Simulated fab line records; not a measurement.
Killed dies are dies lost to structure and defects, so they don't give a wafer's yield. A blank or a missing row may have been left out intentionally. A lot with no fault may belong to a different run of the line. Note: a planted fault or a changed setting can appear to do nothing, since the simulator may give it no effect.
fab line records -- flow sky130
record: lots: 6, wafers: 18, lastDay: 49
route steps=708 shown METAL5@671 PASSIVATION@681
lots with no fault: from the same line, run without faults
startH: hours from the record's first day to the start of the lot's first wafer shown -- waitH: hours elapsed since this lot's preceding step -- " repeats the value in the row above -- L1.1+2: several wafers, shown together as one row -- - value missing, or start not given -- * or withheld: withheld -- < > ~ a bound
route shown NAME@n: a module of which the file shows steps, and the number in the route of the first -- usual: mean and standard deviation over wafers with no fault -- same: alike in all rows -- chamber/n: place in a boat -- sites: the reading at each site -- _std_site: standard deviation of those values -- _edge_site: the outer-site mean with the inner-site mean subtracted -- radiusMm: how far each site lies from the wafer's centre -- mask NAME#n: copy n -- behind: the tool/chamber that last shaped the wafer -- hold: what put the lot on hold/how long, in hours/how the hold closed -- device: the transistor (n, p or np) that didn't switch -- end of line: the route-end tests of the same wafers -- a step without rows: its recipe alone -- killed: dies that structure and defects cost at the first sort, which is not the same as the wafer's yield -- map: shows each die of a wafer: x if killed, . if not, _ if none is there
set.NAME: the setting as run; set.NAME@STEP: as run at that earlier step -- model.NAME: the simulator's own value behind a step, which no gauge read
lots at selected steps of the route; one table per step, one row per wafer
services: a tool's chamber out of use, with start hour (startH, from the record's first day; less than 0 if before it), hours out, and reason
== steps ==
step: SKY_METAL5_SOFTBAKE_10
recipe: tempC: 90, timeS: 60, resist: NOVOLAK
step: SKY_METAL5_EXPOSE_11
recipe: maskId: MM5, na: 0.6, sourceShape: conventional, sigmaOuter: 0.6, polarization: unpolarized, targetCdNm: 1600, doseMj: 190
step: SKY_METAL5_PEB_12
recipe: tempC: withheld, timeS: *, resist: NOVOLAK
step: SKY_METAL5_DEVELOP_13
recipe: resist: NOVOLAK, developer: TMAH, developTimeS: 60, devTempC: 23
step: SKY_METAL5_DESCUM_14
recipe: chemistry: O2, sourcePowerW: 150, biasPowerW: 0, pressureMtorr: 10, tempC: 40, timeS: 11
usual: chamberPressureMTorr: 10.001/0.009, drypumpMotorCurrentA: 5.9/0.38, oesProductAu: 1.000/0.0097
lot.wafer,tool,chamber,startH,waitH,chamberPressureMTorr,drypumpMotorCurrentA,oesProductAu,rfHoursCounterH
L113.1,rieMetal-03,1,1078.49,0.1,10.020,6.3,1.019,25
L113.3,rieMetal-03,0,1078.49,0.1,9.999,5.4,0.998,-
L113.5,rieMetal-03,0,1078.49,0.1,10.009,5.4,1.003,-
L114.2,rieMetal-04,1,1079.19,0.1,9.995,5.5,1.013,11
L114.3,rieMetal-04,0,1079.19,0.1,10.006,5.8,1.006,-
L114.6,rieMetal-04,1,1079.19,0.1,9.996,5.5,1.005,-
L115.1,rieMetal-02,1,1080.39,0.1,10.013,6.1,0.991,14
L115.2,rieMetal-02,0,1080.39,0.1,10.008,6.5,0.998,13
L115.3,rieMetal-02,1,1080.39,0.1,9.998,6.1,0.980,-
L119.1,rieMetal-04,1,1107.64,0.1,9.996,5.5,0.995,14
L119.2,rieMetal-04,0,1107.64,0.1,10.010,5.8,0.990,5
L119.4,rieMetal-04,1,1107.64,0.1,10.000,5.5,0.993,-
L122.2,rieMetal-04,0,1119.04,0.1,10.013,5.8,0.992,7
L122.3,rieMetal-04,0,1119.04,0.1,10.000,5.8,1.001,-
L122.4,rieMetal-04,1,1119.04,0.1,9.994,5.5,1.011,-
L125.3,rieMetal-04,1,1139.66,0.1,9.995,5.5,1.002,-
L125.4,rieMetal-04,0,1139.66,0.1,9.993,5.8,1.004,-
L125.5,rieMetal-04,0,1139.66,0.1,9.992,5.8,1.001,-
step: SKY_METAL5_METAL_ETCH_15
recipe: targetDepthA: 12600, stopOn: SiO2, overEtchFrac: 0.2, timeS: 252, chemistry: Cl2/BCl3, resistSidewallDeg: 86, pressureMtorr: 10, icpW: 900, biasW: 48.5, Cl2_flow_sccm: 60, bcl3FlowSccm: 30
usual: chamberPressureMTorr: 9.999/0.0099, drypumpMotorCurrentA: 5.9/0.38, oesProductAu: 0.895/0.005, throttleValvePct: 22.266/0.0089
lot.wafer,tool,chamber,startH,waitH,chamberPressureMTorr,drypumpMotorCurrentA,oesProductAu,rfHoursCounterH,throttleValvePct
L113.1,rieMetal-03,1,1078.52,0.0,10.000,6.3,0.891,25,22.283
L113.3,rieMetal-03,0,1078.52,0.0,9.992,5.5,0.890,-,22.273
L113.5,rieMetal-03,0,1078.52,0.0,10.003,5.4,0.903,-,22.260
L114.2,rieMetal-04,1,1079.23,0.0,10.011,5.5,0.891,11,22.250
L114.3,rieMetal-04,0,1079.23,0.0,10.011,5.8,0.895,-,22.249
L114.6,rieMetal-04,1,1079.23,0.0,9.996,5.5,0.897,-,22.266
L115.1,rieMetal-02,1,1080.42,0.0,10.001,6.1,0.903,14,22.273
L115.2,rieMetal-02,0,1080.42,0.0,10.010,6.6,0.902,13,22.272
L115.3,rieMetal-02,1,1080.42,0.0,10.006,6.1,0.888,-,22.280
L119.1,rieMetal-04,1,1107.68,0.0,10.000,5.5,0.888,14,22.256
L119.2,rieMetal-04,0,1107.68,0.0,10.005,5.8,0.896,5,22.262
L119.4,rieMetal-04,1,1107.68,0.0,10.012,5.5,0.892,-,22.263
L122.2,rieMetal-04,0,1119.07,0.0,9.995,5.8,0.893,7,22.261
L122.3,rieMetal-04,0,1119.07,0.0,9.990,5.9,0.888,-,22.257
L122.4,rieMetal-04,1,1119.07,0.0,10.001,5.5,0.896,-,22.270
L125.3,rieMetal-04,1,1139.76,0.1,10.006,5.6,0.894,-,22.274
L125.4,rieMetal-04,0,1139.76,0.1,9.992,5.8,0.891,-,22.272
L125.5,rieMetal-04,0,1139.76,0.1,10.010,5.8,0.897,-,22.253
step: SKY_METAL5_STRIP_16
recipe: chemistry: O2/N2, powerW: 1400, pressureMtorr: 1500, platenTempC: withheld, o2FlowSccm: 3000, n2FlowSccm: 300, overashFraction: 0.5
usual: chamberPressureMTorr: 1500/3.1, drypumpMotorCurrentA: 5.8/0.42, o2FlowSccm: 3001/8.5, oesProductAu: 0.711/0.0042, stripTimeToEndpointS: 13.07/0.13
lot.wafer,tool,chamber,startH,waitH,chamberPressureMTorr,drypumpMotorCurrentA,o2FlowSccm,oesProductAu,rfHoursCounterH,stripTimeToEndpointS
L113.1,plasmaAsher-02,0,1078.76,0.2,1500,5.9,2992,0.708,99,13.03
L113.3,plasmaAsher-02,1,1078.76,0.2,1500,5.9,2996,0.702,-,13.19
L113.5,plasmaAsher-02,0,1078.76,0.2,1501,5.9,2981,0.712,-,13.09
L114.2,plasmaAsher-02,0,1079.46,0.2,1499,5.9,3010,0.714,99,13.03
L114.3,plasmaAsher-02,0,1079.46,0.2,1499,5.9,3011,0.714,-,13.11
L114.6,plasmaAsher-02,0,1079.46,0.2,1502,5.9,2996,0.710,-,12.98
L115.1,plasmaAsher-02,1,1080.66,0.2,1501,5.9,3009,0.715,99,13.21
L115.2,plasmaAsher-02,0,1080.66,0.2,1500,5.9,3002,0.712,99,13.13
L115.3,plasmaAsher-02,1,1080.66,0.2,1500,5.9,3016,0.708,-,13.22
L119.1,plasmaAsher-02,1,1107.91,0.2,1500,5.9,2996,0.708,102,12.98
L119.2,plasmaAsher-02,0,1107.91,0.2,1500,5.9,3011,0.708,102,13.09
L119.4,plasmaAsher-02,1,1107.91,0.2,1502,5.9,3014,0.714,-,13.12
L122.2,plasmaAsher-01,0,1119.31,0.2,1500,5.5,2996,0.707,5,13.29
L122.3,plasmaAsher-01,1,1119.31,0.2,1500,5.2,3001,0.707,-,13.32
L122.4,plasmaAsher-01,0,1119.31,0.2,1501,5.5,2992,0.711,-,13.14
L125.3,plasmaAsher-01,0,1139.95,0.1,1501,5.5,2992,0.710,-,12.84
L125.4,plasmaAsher-01,1,1139.95,0.1,1499,5.2,3005,0.713,-,13.07
L125.5,plasmaAsher-01,1,1139.95,0.1,1499,5.2,3002,0.709,-,13.11
step: SKY_METAL5_STRIP_17
recipe: chemistry: postEtchResidueRemover, timeS: 1200, tempC: 72.5
step: SKY_METAL5_CLEAN_18
recipe: chemistry: IPA, timeS: 180, tempC: 25
step: SKY_METAL5_CLEAN_19
recipe: chemistry: O3/DIW, dry: n2Spin
step: SKY_PASSIVATION_CVD_00
recipe: material: SiO2, targetThkNm: 90, tempC: 400, timeS: withheld, rfW: 600
usual: heaterPowerOuterW: 385/51, heaterPowerW: 663/89
lot.wafer,tool,chamber,startH,waitH,heaterPowerOuterW,heaterPowerW
L113.1,pecvd-02,1,1079.40,0.0,313,569
L113.3,pecvd-02,1,1079.40,0.0,319,556
L113.5,pecvd-02,0,1079.40,0.0,511,881
L114.2,pecvd-01,0,1080.06,0.0,394,623
L114.3,pecvd-01,1,1080.06,0.0,413,714
L114.6,pecvd-01,2,1080.06,0.0,304,527
L115.1,pecvd-04,1,1081.25,0.0,378,670
L115.2,pecvd-04,2,1081.25,0.0,384,648
L115.3,pecvd-04,0,1081.25,0.0,450,805
L119.1,pecvd-01,2,1108.50,0.0,341,598
L119.2,pecvd-01,1,1108.50,0.0,343,621
L119.4,pecvd-01,2,1108.50,0.0,342,588
L122.2,pecvd-02,2,1119.90,0.0,400,656
L122.3,pecvd-02,1,1119.90,0.0,328,565
L122.4,pecvd-02,1,1119.90,0.0,329,565
L125.3,pecvd-01,2,1140.54,0.0,386,654
L125.4,pecvd-01,0,1140.54,0.0,370,606
L125.5,pecvd-01,2,1140.54,0.0,280,515
step: SKY_PASSIVATION_THK_MEAS_01
recipe: reads: SiO2_of_PASSIVATION_CVD_00
usual: PASSIVATION_CVD_00_THK: 90.2/1
lot.wafer,tool,chamber,startH,waitH,PASSIVATION_CVD_00_THK[nm]
L113.1,filmMetro-04,-,1079.43,-,89.6
L113.3,filmMetro-04,-,1079.43,-,91.3
L113.5,filmMetro-04,-,1079.43,-,90.4
L114.2,filmMetro-02,-,1080.15,-,88.3
L114.3,filmMetro-02,-,1080.15,-,88.4
L114.6,filmMetro-02,-,1080.15,-,91.0
L115.1,filmMetro-03,-,1081.27,-,87.9
L115.2,filmMetro-03,-,1081.27,-,89.6
L115.3,filmMetro-03,-,1081.27,-,89.0
L119.1,filmMetro-04,-,1108.53,-,88.8
L119.2,filmMetro-04,-,1108.53,-,88.6
L119.4,filmMetro-04,-,1108.53,-,90.7
L122.2,filmMetro-04,-,1119.93,-,90.5
L122.3,filmMetro-04,-,1119.93,-,88.3
L122.4,filmMetro-04,-,1119.93,-,91.1
L125.3,filmMetro-02,-,1140.58,-,89.3
L125.4,filmMetro-02,-,1140.58,-,90.5
L125.5,filmMetro-02,-,1140.58,-,91.2
step: SKY_PASSIVATION_CVD_02
recipe: material: Si3N4, targetThkNm: 540, tempC: 400, timeS: withheld, rfW: 450
usual: heaterPowerOuterW: 425/61, heaterPowerW: 717/98
lot.wafer,tool,chamber,startH,waitH,heaterPowerOuterW,heaterPowerW
L113.1,pecvd-04,1,1079.49,0.1,-,-
L113.3,pecvd-04,0,1079.49,0.1,-,-
L113.5,pecvd-04,2,1079.49,0.1,-,-
L114.2,pecvd-02,0,1080.20,0.0,-,-
L114.3,pecvd-02,0,1080.20,0.0,-,-
L114.6,pecvd-02,0,1080.20,0.0,-,-
L115.1,pecvd-01,2,1081.33,0.1,383,631
L115.2,pecvd-01,1,1081.33,0.1,467,782
L115.3,pecvd-01,0,1081.33,0.1,425,656
L119.1,pecvd-04,2,1108.59,0.1,430,682
L119.2,pecvd-04,0,1108.59,0.1,474,834
L119.4,pecvd-04,0,1108.59,0.1,503,854
L122.2,pecvd-01,2,1119.98,0.0,408,669
L122.3,pecvd-01,0,1119.98,0.0,363,600
L122.4,pecvd-01,2,1119.98,0.0,408,711
L125.3,pecvd-04,2,1140.62,0.0,437,695
L125.4,pecvd-04,0,1140.62,0.0,493,830
L125.5,pecvd-04,1,1140.62,0.0,468,804
step: SKY_PASSIVATION_DEHYDRATE_04
recipe: tempC: 200, timeS: 60
step: SKY_PASSIVATION_HMDS_05
recipe: primeTimeS: 60, primeTempC: 120
step: SKY_PASSIVATION_COAT_06
recipe: spinRpm: 2000, resistThkNm: 3000
step: SKY_PASSIVATION_SOFTBAKE_07
recipe: tempC: 110, timeS: withheld
step: SKY_PASSIVATION_EXPOSE_08
recipe: maskId: NSM, targetCdNm: 3000, na: 0.57, doseMj: 260
step: SKY_PASSIVATION_PEB_09
recipe: tempC: 115, timeS: withheld
step: SKY_PASSIVATION_DEVELOP_10
recipe: developTimeS: 60, devTempC: 23
step: SKY_PASSIVATION_ETCH_11
recipe: chemistry: CF4/O2, targetDepthNm: 725, stopOn: AlCu, sourceW: 800, biasW: 150, pressureMtorr: 150, cf4FlowSccm: 80, O2_flow_sccm: 10, timeS: 163.9
usual: chamberPressureMTorr: 150.00/0.13, drypumpMotorCurrentA: 5.8/0.5, oesProductAu: 0.977/0.0077, throttleValvePct: 5.964/0.0094
lot.wafer,tool,chamber,startH,waitH,chamberPressureMTorr,drypumpMotorCurrentA,oesProductAu,rfHoursCounterH,throttleValvePct,model.PASSIVATION.featureDepthNm,model.etch.depthNm
L113.1,rieDiel-04,0,1099.84,-,150.01,6.5,0.987,11,5.985,725,725
L113.3,rieDiel-04,3,1099.84,-,149.99,6.2,0.988,22,5.967,725,725
L113.5,rieDiel-04,3,1099.84,-,150.14,6.2,0.990,-,5.975,725,725
L114.2,rieDiel-02,2,1100.99,-,149.89,5.8,0.978,17,5.960,725,725
L114.3,rieDiel-02,1,1100.99,-,149.91,6.6,0.989,17,5.985,725,725
L114.6,rieDiel-02,0,1100.99,-,149.99,5.2,0.995,-,5.962,725,725
L115.1,rieDiel-02,3,1102.01,-,149.86,5.3,0.963,27,5.956,690.9,690.9
L115.2,rieDiel-02,2,1102.01,-,150.11,5.7,0.974,17,5.973,700,700
L115.3,rieDiel-02,0,1102.01,-,150.20,5.2,0.974,4,5.963,698.1,698.1
L119.1,rieDiel-02,2,1128.35,-,149.65,5.8,0.964,18,5.948,690.9,690.9
L119.2,rieDiel-02,1,1128.35,-,150.00,6.6,0.963,18,5.967,687.1,687.1
L119.4,rieDiel-02,3,1128.35,-,150.03,5.3,0.967,28,5.966,692.1,692.1
L122.2,rieDiel-03,2,1138.91,-,150.01,6.4,0.972,9,5.958,698.4,698.4
L122.3,rieDiel-03,0,1138.91,-,149.89,4.9,0.977,16,5.968,705.4,705.4
L122.4,rieDiel-03,3,1138.91,-,150.04,5.6,0.984,8,5.963,712,712
L125.3,rieDiel-04,1,1158.51,-,149.80,5.7,0.971,27,5.970,693.5,693.5
L125.4,rieDiel-04,3,1158.51,-,150.16,6.2,0.971,24,5.955,694.7,694.7
L125.5,rieDiel-04,3,1158.51,-,149.94,6.2,0.978,-,5.969,701.6,701.6
step: SKY_PASSIVATION_STRIP_12
recipe: chemistry: O2/N2, powerW: 1400, pressureMtorr: 1500, platenTempC: withheld, overashFraction: 0.7, o2FlowSccm: 3000, n2FlowSccm: 300
usual: chamberPressureMTorr: 1500.0/1.3, drypumpMotorCurrentA: 6.0/0.56, o2FlowSccm: 3000/8.6, oesProductAu: 0.661/0.0046, stripTimeToEndpointS: 31.41/0.12
lot.wafer,tool,chamber,startH,waitH,chamberPressureMTorr,drypumpMotorCurrentA,o2FlowSccm,oesProductAu,rfHoursCounterH,stripTimeToEndpointS
L113.1,plasmaAsher-01,1,1099.95,0.1,1499.4,5.2,3004,0.662,3,31.26
L113.3,plasmaAsher-01,0,1099.95,0.1,1500.2,5.5,2997,0.662,-,31.42
L113.5,plasmaAsher-01,1,1099.95,0.1,1501.6,5.2,3000,0.664,-,31.43
L114.2,plasmaAsher-03,1,1101.10,0.1,1499.6,6.1,3012,0.661,60,31.61
L114.3,plasmaAsher-03,1,1101.10,0.1,1500.0,6.1,3009,0.656,-,31.51
L114.6,plasmaAsher-03,1,1101.10,0.1,1500.1,6.0,3016,0.666,-,31.54
L115.1,plasmaAsher-04,0,1102.12,0.1,1500.3,5.1,3015,0.655,32,31.58
L115.2,plasmaAsher-04,1,1102.12,0.1,1500.1,6.5,2989,0.658,32,31.60
L115.3,plasmaAsher-04,1,1102.12,0.1,1499.4,6.5,2996,0.659,-,31.51
L119.1,plasmaAsher-04,0,1128.46,0.1,1498.6,5.2,3018,0.658,35,31.64
L119.2,plasmaAsher-04,1,1128.46,0.1,1500.7,6.4,3010,0.657,35,31.42
L119.4,plasmaAsher-04,1,1128.46,0.1,1500.0,6.4,3008,0.661,-,31.57
L122.2,plasmaAsher-04,0,1139.02,0.1,1498.0,5.1,2992,0.662,36,31.52
L122.3,plasmaAsher-04,0,1139.02,0.1,1500.6,5.2,2997,0.660,-,31.47
L122.4,plasmaAsher-04,1,1139.02,0.1,1502.0,6.5,3005,0.655,-,31.57
L125.3,plasmaAsher-04,1,1158.65,0.1,1499.3,6.4,3006,0.661,-,31.43
L125.4,plasmaAsher-04,0,1158.65,0.1,1501.6,5.2,3009,0.662,-,31.56
L125.5,plasmaAsher-04,1,1158.65,0.1,1498.4,6.4,3007,0.674,-,31.49
== services ==
tool,chamber,startH,hours,kind
plasmaAsher-01,-,1055.25,9.0,pm
pecvd-01,-,1055.54,0.8,repair
rieDiel-04,0,1056.76,3.4,repair
rieDiel-03,3,1065.14,13.8,repair
rieMetal-03,-,1069.04,4.0,pm
rieDiel-02,3,1083.11,4.0,repair
pecvd-04,-,1083.50,2.8,pm
rieMetal-04,0,1087.94,19.3,repair
plasmaAsher-04,-,1091.12,0.5,repair
rieDiel-02,2,1094.89,5.5,repair
pecvd-04,2,1097.91,5.5,repair
pecvd-02,2,1100.74,11.8,repair
plasmaAsher-03,-,1101.20,2.8,pm
rieDiel-03,0,1114.13,8.2,repair
plasmaAsher-01,-,1115.72,2.8,pm
plasmaAsher-03,-,1118.33,4.1,repair
plasmaAsher-01,-,1120.36,2.6,repair
rieDiel-03,-,1121.48,15.6,pm
pecvd-02,-,1128.56,2.8,pm
pecvd-01,-,1137.17,2.8,pm
rieDiel-02,0,1137.82,13.0,repair
plasmaAsher-04,-,1139.22,19.2,repair
rieDiel-02,-,1141.74,0.7,repair
rieMetal-03,0,1151.36,15.3,repair
== key ==
firstSign: step: SKY_PASSIVATION_CVD_02, reading: toolRecord, direction: missing
effect none on later readings
modelEffect: step: SKY_PASSIVATION_ETCH_11, value: PASSIVATION.featureDepthNm, without: 702.2, struck: 725
metAt SKY_PASSIVATION_CVD_02
struckWafers L113.1,L113.3,L113.5,L114.2,L114.3,L114.6
laterRowsLeftOut L113.1,L113.3,L113.5,L114.2,L114.3,L114.6
sortLeftOut L113.1,L113.3,L113.5,L114.2,L114.3,L114.6
fault: kind: skippedStepWhole, tool: pecvd-02,pecvd-04, chamber: -, onsetH: 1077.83, steps: SKY_PASSIVATION_CVD_02, scope: struckLotsOnly
sortLeftOut: the simulated sort isn't trusted on such a fault, so these wafers' sort isn't shown, and their yield isn't known
laterRowsLeftOut: the simulator's readings of these wafers behind a module that went badly wrong aren't trusted and aren't shown, but for the sort
